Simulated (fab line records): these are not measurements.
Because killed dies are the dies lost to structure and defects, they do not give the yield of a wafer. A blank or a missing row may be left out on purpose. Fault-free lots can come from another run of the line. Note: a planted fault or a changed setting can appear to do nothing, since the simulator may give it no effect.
Chamber matching    flow gf180mcu    cmp-02 running GF_CONTACT_CMP_27: 4 sister chambers
The step polishes, stops on SiO2, t overpolish 15 s, target thk 0 nm. 4 wafers are shown with their chamber, then 12 later ones without.

WAFERS, EACH WITH ITS CHAMBER
wafer   chamber  motor_current_A (A)
L084.2  2        11.3
L089.2  3        9.3
L090.4  0        10.0
L090.6  1        11.1

WAFERS WHOSE CHAMBER IS MISSING
wafer   motor_current_A (A)
L091.2  11.5
L091.3  9.8
L091.6  10.8
L091.1  11.4
L091.4  9.7
L091.5  9.9
L093.1  9.6
L093.2  11.1
L093.6  11.6
L096.1  10.5
L096.3  11.4
L096.4  9.9

WHICH CHAMBER EACH ONE RAN IN
wafer    from the rows above            in truth
L091.2   can't be placed: 2 or 1        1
L091.3   can't be placed: 0 or 3        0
L091.6   can't be placed: 1 or 2        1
L091.1   can't be placed: 2 or 1        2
L091.4   can't be placed: 0 or 3        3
L091.5   0                              0
L093.1   can't be placed: 3 or 0        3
L093.2   can't be placed: 1 or 2        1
L093.6   can't be placed: 2 or 1        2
L096.1   can't be placed: 0 or 1 or 2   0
L096.3   can't be placed: 2 or 1        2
L096.4   0                              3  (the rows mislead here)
Placed correctly: 1 of 12. These rows do not allow placing 10 (true chamber among the candidates in 10). Placed wrongly: 1.
How it was worked out, from the rows above alone: a wafer's distance from a chamber is the root of the sum, over the readings, of the square of ((its reading less the chamber's mean) divided by the reading's scatter). If the next closest chamber is less than 2 further off than the closest, the wafer can't be placed; otherwise it belongs to the closest. For every chamber, the mean is computed from those of its wafers that are shown. The scatter: with one shown wafer a chamber, the root of the mean of the squares of how far each hidden wafer lies from its nearest shown one.
